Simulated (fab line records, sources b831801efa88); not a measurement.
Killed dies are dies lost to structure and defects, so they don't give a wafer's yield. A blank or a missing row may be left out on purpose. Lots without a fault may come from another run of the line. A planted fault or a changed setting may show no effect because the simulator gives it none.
Chamber matching | flow sky130 | SKY_VIA4_HDPCVD_00 on hdpcvd-01: 3 sister chambers
The step deposits SiO2, target thk 1750 nm, time 291.7 s. 15 wafers are shown with their chamber, then 7 later ones without.

WAFERS WITH THEIR CHAMBER
wafer  | chamber | run_length_s (s)
L970.1 | 2       | 320.3
L970.5 | 1       | 318.9
L970.6 | 2       | 320.5
L972.3 | 0       | 320.2
L972.4 | 2       | 320.7
L972.6 | 0       | 321.0
L975.1 | 0       | 320.2
L975.3 | 1       | 318.7
L975.5 | 2       | 320.8
L973.1 | 2       | 320.5
L973.4 | 2       | 321.1
L973.6 | 0       | 320.1
L976.3 | 1       | 318.7
L976.4 | 0       | 320.1
L976.5 | 2       | 320.2

SIGNATURES (means of the wafers above)
reading      | chamber 0 | chamber 1 | chamber 2 | scatter within a chamber
run_length_s | 320.320   | 318.767   | 320.586   | 0.314
Rule: a wafer's distance from a chamber is the root of the sum, over the readings, of the square of ((its reading less the chamber's mean) divided by the reading's scatter). The wafer belongs to the nearest chamber; if the next one is less than 2 further off, it can't be placed. The scatter: the root of (the sum of the squares of (reading less its chamber's mean) over the shown wafers, divided by (wafers less chambers)).

WAFERS WITHOUT THEIR CHAMBER
wafer  | run_length_s (s)
L978.1 | 319.5
L992.1 | 320.2
L992.3 | 319.0
L992.5 | 318.7
L993.1 | 320.3
L993.2 | 318.7
L993.6 | 320.2

WHICH CHAMBER EACH WENT THROUGH
wafer  | from the rows above          | in truth
L978.1 | can't be placed: 1 or 0 or 2 | 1
L992.1 | can't be placed: 0 or 2      | 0
L992.3 | 1                            | 1
L992.5 | 1                            | 1
L993.1 | can't be placed: 0 or 2      | 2
L993.2 | 1                            | 1
L993.6 | can't be placed: 0 or 2      | 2
Placed correctly: 3 of 7. Can't be placed from these rows: 4 (the true chamber is among the candidates in 4). Placed wrongly: 0.
